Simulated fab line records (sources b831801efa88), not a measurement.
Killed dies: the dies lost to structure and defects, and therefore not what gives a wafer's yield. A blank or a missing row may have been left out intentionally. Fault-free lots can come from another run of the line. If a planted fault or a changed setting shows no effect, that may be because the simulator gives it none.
fab line records | flow gf180mcu
[record] lots = 11 wafers = 33 last-day = 34
route steps=602 shown STI@16 DNWELL@40 MVSD@74 SALICIDE@286
lots that met no fault: from a run of the same line without faults
start-h: start of the lot's first displayed wafer, in hours after the record's first day | wait-h: how many hours have passed since the lot's step before this one | " unchanged from the row above | L1.1+2: several wafers, shown together as one row | - either no value or no given start | * or withheld: withheld | < > ~ a bound
route shown NAME@n: NAME is a module with steps in the file, n the number in the route of the first one | usual: mean/standard deviation of fault-free wafers | same: alike in all rows | chamber/n: place in a boat | sites: readings site by site | _std_site: their standard deviation | _edge_site: mean of outer sites minus mean of inner sites | radius-mm: how far each site lies from the wafer's centre | mask NAME#n: copy n | behind: the last tool/chamber to shape the wafer | hold: the reason the lot was held/the length of the hold in hours/how it ended | device: transistor that didn't switch, given as n, p or np | end of line: at the end of the route, the tests of the same wafers | a step given without rows: its recipe and nothing more | killed: dies that structure and defects cost at the first sort, which is not the same as the wafer's yield | map: a wafer's dies, x killed, . not, _ none there
set.NAME: setting as actually run; set.NAME@STEP: the setting as run at that earlier step | model.NAME: the simulator's own value behind a step, which no gauge read
a sample of lots followed through the steps of the route, with each step as a table and each wafer as a row
services: when a tool's chamber went out of use (start-h, in hours from the record's first day, below 0 if earlier), for how many hours, and the reason
[[steps]]
[step GF_STI_STRIP_15]
[recipe] chemistry = O2/N2 power-w = 1400 pressure-mtorr = 1500 platen-temp-c = 250 o2-flow-sccm = 3000 n2-flow-sccm = 300 overash-fraction = 0.5
[usual] drypump-motor-current-A = 5.79/0.22 heater-power-w = 315/27 oes-product-au = 0.384/0.0046 strip-time-to-endpoint-s = 3.71/0.051
// columns lot.wafer tool chamber start-h wait-h drypump-motor-current-A heater-power-w oes-product-au rf-hours-counter-h strip-time-to-endpoint-s
L385.2 plasma-asher-03 1 25.43 0.0 5.90 340 0.384 37 3.63
L385.3 " 1 " " 5.89 331 0.376 - 3.69
L385.5 " 1 " " 5.91 351 0.377 - 3.68
L388.4 plasma-asher-03 0 40.70 0.1 5.68 330 0.379 - 3.65
L388.5 " 1 " " 5.87 341 0.371 - 3.61
L388.6 " 0 " " 5.68 324 0.390 - 3.69
L390.2 plasma-asher-03 1 52.43 0.0 5.85 337 0.394 40 3.75
L390.4 " 1 " " 5.86 338 0.386 - 3.61
L390.6 " 1 " " 5.88 343 0.388 - 3.75
L391.3 plasma-asher-03 0 57.85 0.1 5.69 326 0.385 - 3.72
L391.4 " 1 " " 5.89 344 0.378 - 3.75
L391.6 " 1 " " 5.89 338 0.390 - 3.80
L393.3 plasma-asher-04 1 65.96 0.1 5.40 304 0.383 - 3.72
L393.5 " 0 " " 5.77 317 0.383 - 3.70
L393.6 " 1 " " 5.38 302 0.372 - 3.62
L396.4 plasma-asher-04 1 83.46 0.1 5.40 300 0.383 - 3.61
L396.5 " 1 " " 5.39 301 0.389 - 3.73
L396.6 " 0 " " 5.74 312 0.393 - 3.78
L397.1 plasma-asher-02 1 87.33 0.0 5.81 259 0.383 42 3.71
L397.2 " 0 " " 6.17 333 0.384 42 3.81
L397.5 " 0 " " 6.16 332 0.380 - 3.82
L398.1 plasma-asher-03 0 92.58 0.0 5.65 336 0.381 44 3.73
L398.3 " 0 " " 5.67 316 0.376 - 3.64
L398.5 " 1 " " 5.92 337 0.386 - 3.76
L399.1 plasma-asher-04 0 97.88 0.0 5.79 311 0.384 29 3.66
L399.3 " 0 " " 5.76 317 0.389 - 3.74
L399.4 " 1 " " 5.38 297 0.386 - 3.80
L404.3 plasma-asher-03 0 123.04 0.1 5.68 329 0.385 - 3.74
L404.4 " 1 " " 5.87 337 0.383 - 3.71
L404.6 " 1 " " 5.89 340 0.378 - 3.73
L406.2 plasma-asher-03 0 135.03 0.0 5.66 332 0.378 48 3.74
L406.4 " 0 " " 5.66 325 0.377 - 3.64
L406.6 " 1 " " 5.95 347 0.384 - 3.74
[step GF_DNWELL_STRIP_08]
[recipe] chemistry = O2/N2 power-w = 1400 pressure-mtorr = 1500 platen-temp-c = 250 o2-flow-sccm = 3000 n2-flow-sccm = 300 overash-fraction = 0.5
[usual] drypump-motor-current-A = 5.71/0.27 heater-power-w = 311/29 oes-product-au = 0.722/0.0042 strip-time-to-endpoint-s = 36.87/0.12
// columns lot.wafer tool chamber start-h wait-h drypump-motor-current-A heater-power-w oes-product-au rf-hours-counter-h strip-time-to-endpoint-s
L385.2 plasma-asher-02 0 42.14 0.1 6.17 329 0.727 37 36.88
L385.3 " 1 " " 5.84 261 0.724 - 36.91
L385.5 " 0 " " 6.15 330 0.724 - 36.91
L388.4 plasma-asher-04 0 59.77 0.1 5.77 318 0.725 - 36.69
L388.5 " 0 " " 5.73 314 0.732 - 36.67
L388.6 " 1 " " 5.41 304 0.721 - 36.81
L390.2 plasma-asher-02 1 69.54 0.1 5.84 261 0.722 40 36.65
L390.4 " 0 " " 6.13 326 0.729 - 36.82
L390.6 " 0 " " 6.18 326 0.723 - 36.71
L391.3 plasma-asher-04 1 76.27 0.1 5.37 297 0.718 - 36.68
L391.4 " 0 " " 5.76 318 0.717 - 36.63
L391.6 " 0 " " 5.78 312 0.721 - 36.69
L393.3 plasma-asher-04 0 85.07 0.1 5.76 318 0.724 - 36.95
L393.5 " 0 " " 5.77 320 0.727 - 36.95
L393.6 " 1 " " 5.40 299 0.720 - 37.02
L396.4 plasma-asher-02 1 102.22 0.1 5.81 263 0.723 - 36.73
L396.5 " 1 " " 5.86 261 0.719 - 36.75
L396.6 " 0 " " 6.14 335 0.722 - 36.83
L397.1 plasma-asher-04 1 105.80 0.1 5.39 296 0.712 30 36.91
L397.2 " 0 " " 5.75 313 0.726 30 37.07
L397.5 " 0 " " 5.75 312 0.731 - 36.97
L398.1 plasma-asher-04 0 110.49 0.1 5.80 311 0.716 30 36.87
L398.3 " 0 " " 5.78 322 0.731 - 36.89
L398.5 " 1 " " 5.41 300 0.721 - 36.91
L399.1 plasma-asher-04 0 115.90 0.1 5.75 315 0.728 31 36.64
L399.3 " 0 " " 5.77 314 0.719 - 36.78
L399.4 " 1 " " 5.38 296 0.719 - 36.67
L404.3 plasma-asher-04 0 145.32 0.1 5.74 323 0.715 - 36.82
L404.4 " 1 " " 5.39 294 0.723 - 36.82
L404.6 " 0 " " 5.74 318 0.718 - 36.78
L406.2 plasma-asher-04 1 157.24 0.1 5.37 296 0.715 35 36.87
L406.4 " 1 " " 5.38 312 0.723 - 36.98
L406.6 " 1 " " 5.40 295 0.715 - 36.97
[step GF_MVSD_IMPLANT_08]
[recipe] species = P energy-kev = 400 dose-cm2 = 1.6e+13 tilt-deg = 0
[usual] dose-ions-cm2 = 1.5998e+13/1.8e+10 faraday-current-uA = 90.3/2 tilt-deg = 0.002/0.019
[same] implant-ion-amu = 31
// columns lot.wafer tool chamber start-h wait-h dose-ions-cm2 faraday-current-uA tilt-deg
L385.2 implanter-03 0 82.05 0.0 1.5997e+13 89.5 0.023
L385.3 " 0 " " 1.5972e+13 89.6 0.016
L385.5 " 0 " " 1.5966e+13 86.6 0.013
L388.4 implanter-03 0 100.61 0.1 1.6022e+13 87.4 0.016
L388.5 " 0 " " 1.5999e+13 85.9 -0.020
L388.6 " 0 " " 1.5998e+13 91.9 -0.022
L390.2 implanter-03 0 111.02 0.0 1.5991e+13 92.5 -0.019
L390.4 " 0 " " 1.599e+13 90.4 -0.009
L390.6 " 0 " " 1.601e+13 91.9 0.002
L391.3 implanter-04 0 119.89 0.1 1.602e+13 90.0 0.008
L391.4 " 0 " " 1.6018e+13 91.9 0.013
L391.6 " 0 " " 1.5997e+13 89.4 0.016
L393.3 implanter-02 0 129.33 0.1 1.6001e+13 90.6 0.008
L393.5 " 0 " " 1.5995e+13 87.6 0.007
L393.6 " 0 " " 1.5974e+13 89.4 -0.020
L396.4 implanter-02 0 146.62 0.1 1.5976e+13 88.9 0.019
L396.5 " 0 " " 1.5981e+13 93.0 -0.027
L396.6 " 0 " " 1.5994e+13 89.9 0.007
L397.1 implanter-03 0 151.29 0.0 1.1209e+13 65.0 -0.032
L397.2 " 0 " " 1.1211e+13 62.0 -0.017
L397.5 " 0 " " 1.1226e+13 63.2 -0.002
L398.1 implanter-03 0 156.59 0.0 1.1196e+13 64.1 0.030
L398.3 " 0 " " 1.1221e+13 60.7 0.033
L398.5 " 0 " " 1.1232e+13 62.2 0.065
L399.1 implanter-02 0 162.89 0.0 1.5995e+13 90.8 0.003
L399.3 " 0 " " 1.601e+13 91.6 0.034
L399.4 " 0 " " 1.5991e+13 92.7 0.000
L404.3 implanter-04 0 194.17 0.1 1.6012e+13 90.1 -0.008
L404.4 " 0 " " 1.6024e+13 92.0 0.014
L404.6 " 0 " " 1.5971e+13 91.0 -0.035
L406.2 implanter-02 0 208.31 0.0 1.6032e+13 91.1 0.011
L406.4 " 0 " " 1.6009e+13 93.0 0.002
L406.6 " 0 " " 1.5989e+13 94.1 0.034
[step GF_MVSD_TW_MEAS_11]
[usual] MVSD_TW = 1599/12
// columns lot.wafer tool chamber start-h wait-h MVSD_TW
L385.2 film-metro-03 - 82.44 0.1 1583
L385.3 " - " " 1572
L385.5 " - " " 1580
L388.4 film-metro-02 - 100.97 0.1 1607
L388.5 " - " " 1602
L388.6 " - " " 1613
L390.2 film-metro-03 - 111.40 0.1 1586
L390.4 " - " " 1591
L390.6 " - " " 1589
L391.3 film-metro-02 - 120.26 0.1 1611
L391.4 " - " " 1612
L391.6 " - " " 1621
L393.3 film-metro-04 - 129.70 0.1 1605
L393.5 " - " " 1601
L393.6 " - " " 1595
L396.4 film-metro-04 - 146.97 0.1 1619
L396.5 " - " " 1629
L396.6 " - " " 1627
L397.1 film-metro-02 - 151.69 0.1 1450
L397.2 " - " " 1451
L397.5 " - " " 1448
L398.1 film-metro-04 - 156.99 0.1 1461
L398.3 " - " " 1462
L398.5 " - " " 1456
L399.1 film-metro-03 - 163.29 0.1 1605
L399.3 " - " " 1600
L399.4 " - " " 1594
L404.3 film-metro-02 - 194.54 0.1 1605
L404.4 " - " " 1598
L404.6 " - " " 1597
L406.2 film-metro-03 - 208.70 0.1 1589
L406.4 " - " " 1579
L406.6 " - " " 1583
[step GF_VT_IMPLANT_RS_MEAS_46]
[recipe] thk-meas-gauge = four-point-probe
[usual] MVSD_RS = 456.8/1.2
// columns lot.wafer tool chamber start-h wait-h MVSD_RS[ohm/sq]
L385.2 film-metro-02 - 156.41 0.1 455.3
L385.3 " - " " 456.6
L385.5 " - " " 455.1
L388.4 film-metro-04 - 177.74 0.1 457.5
L388.5 " - " " 457.1
L388.6 " - " " 457.2
L390.2 film-metro-04 - 190.55 0.1 457.5
L390.4 " - " " 458.2
L390.6 " - " " 458.2
L391.3 film-metro-02 - 200.04 0.1 456.8
L391.4 " - " " 456.9
L391.6 " - " " 456.5
L393.3 film-metro-04 - 211.54 0.1 458.9
L393.5 " - " " 458.0
L393.6 " - " " 458.1
L396.4 film-metro-04 - 233.15 0.1 456.4
L396.5 " - " " 457.7
L396.6 " - " " 455.4
L397.1 film-metro-02 - 236.39 0.1 543.8
L397.2 " - " " 545.5
L397.5 " - " " 543.9
L398.1 film-metro-04 - 242.53 0.1 548.9
L398.3 " - " " 548.4
L398.5 " - " " 548.5
L399.1 film-metro-03 - 249.13 0.1 457.1
L399.3 " - " " 457.3
L399.4 " - " " 457.6
L404.3 film-metro-04 - 287.22 0.1 457.0
L404.4 " - " " 457.1
L404.6 " - " " 456.4
L406.2 film-metro-03 - 303.52 0.1 456.6
L406.4 " - " " 456.1
L406.6 " - " " 457.1
[step GF_SALICIDE_RTA_08]
[recipe] temp-c = 800 time-s = 30 ambient = N2
[usual] anneal-temp-c-max = 803.9/0.71 lamp-power-pct = 20.0/2.9 wafer_temp_C_max = 803.4/0.88
// columns lot.wafer tool chamber start-h wait-h anneal-temp-c-max lamp-power-pct wafer_temp_C_max
L385.2 rtp-anneal-02 0 338.79 0.0 803.8 16.9 804.0
L385.3 " 0 " " 804.2 16.9 803.7
L385.5 " 0 " " 804.5 16.9 804.0
L388.4 rtp-anneal-01 0 366.27 0.1 804.6 22.7 803.9
L388.5 " 0 " " 803.8 22.7 802.3
L388.6 " 0 " " 804.1 22.7 803.5
L390.2 rtp-anneal-01 0 383.16 0.0 803.2 22.7 802.2
L390.4 " 0 " " 803.7 22.7 803.2
L390.6 " 0 " " 802.6 22.7 802.4
L391.3 rtp-anneal-02 0 392.69 0.0 803.5 16.9 803.3
L391.4 " 0 " " 804.5 16.9 804.9
L391.6 " 0 " " 804.9 16.9 804.3
L393.3 rtp-anneal-02 0 410.33 0.0 803.3 16.9 802.8
L393.5 " 0 " " 804.2 16.9 802.9
L393.6 " 0 " " 804.0 16.9 803.3
L396.4 rtp-anneal-02 0 436.87 0.1 804.6 16.9 803.0
L396.5 " 0 " " 802.7 16.9 804.7
L396.6 " 0 " " 803.1 16.9 803.5
L397.1 rtp-anneal-01 0 442.93 0.0 803.3 22.7 804.1
L397.2 " 0 " " 803.0 22.7 803.3
L397.5 " 0 " " 803.9 22.7 803.2
L398.1 rtp-anneal-01 0 450.90 0.0 803.7 22.7 803.2
L398.3 " 0 " " 804.1 22.7 803.3
L398.5 " 0 " " 804.0 22.7 803.3
L399.1 rtp-anneal-01 0 458.23 0.0 804.0 22.6 803.3
L399.3 " 0 " " 805.3 22.7 803.1
L399.4 " 0 " " 805.1 22.7 802.0
L404.3 rtp-anneal-01 0 501.27 0.0 805.2 22.7 804.2
L404.4 " 0 " " 803.5 22.7 802.2
L404.6 " 0 " " 804.5 22.7 802.8
L406.2 rtp-anneal-02 0 522.32 0.0 803.9 16.9 805.3
L406.4 " 0 " " 803.8 16.9 804.5
L406.6 " 0 " " 804.7 16.9 805.4
[[services]]
// columns tool chamber start-h hours kind
plasma-asher-02 - 12.04 3.0 repair
implanter-02 - 17.78 10.6 repair
plasma-asher-02 - 29.63 0.3 repair
implanter-02 - 51.17 1.1 repair
implanter-03 - 56.86 3.1 repair
plasma-asher-03 - 62.03 2.8 pm
plasma-asher-04 - 70.71 0.8 repair
implanter-02 - 101.80 1.8 repair
plasma-asher-02 - 108.75 9.0 pm
plasma-asher-04 - 134.02 4.3 repair
implanter-03 - 167.12 5.4 repair
implanter-02 - 169.90 1.9 repair
implanter-03 - 213.00 9.3 repair
plasma-asher-03 - 304.42 14.6 pm
rtp-anneal-01 - 357.62 4.5 pm
implanter-03 - 375.28 6.8 repair
implanter-02 - 393.07 3.0 pm
implanter-02 - 396.21 2.8 repair
implanter-02 - 396.74 4.7 repair
implanter-03 - 411.42 5.4 pm
plasma-asher-03 - 433.75 1.8 repair
plasma-asher-04 - 436.64 9.5 repair
implanter-03 - 436.73 3.7 pm
implanter-03 - 448.52 1.2 repair
[[key]]
[first-sign] step = GF_MVSD_IMPLANT_08 reading = dose-ions-cm2 direction = down sigmas = 99+ usual = 1.5998e+13 struck = 1.1216e+13
[effect] step = GF_MVSD_IMPLANT_08 reading = faraday-current-uA direction = down sigmas = 13 usual = 90.3 struck = 62.9
[effect] step = GF_MVSD_TW_MEAS_11 reading = MVSD_TW direction = down sigmas = 12 usual = 1599 struck = 1455
[effect] step = GF_VT_IMPLANT_RS_MEAS_46 reading = MVSD_RS direction = up sigmas = 72 usual = 456.8 struck = 546.5
met-at GF_MVSD_IMPLANT_08
struck-lots L397,L398
tester-left-out L397,L398
not-acting-at GF_STI_STRIP_15,GF_DNWELL_STRIP_08,GF_SALICIDE_RTA_08
onset-between 111.02 151.29
[fault] kind = process-parameter-drift tool = implanter-03 chamber = - onset-h = 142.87 steps = GF_MVSD_IMPLANT_08 channel = dose-cm2 offset = -4.7786e+12 shape = step end-h = 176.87 acts-in = these-recipes-only stated = 1.6e+13
// tester-left-out: of these lots the tester's yield and bins aren't shown, on N5 and GAA mostly nor the transistor test; their killed dies are dies lost to structure and defects alone, not to doping, threshold or leakage, so they don't give the yield
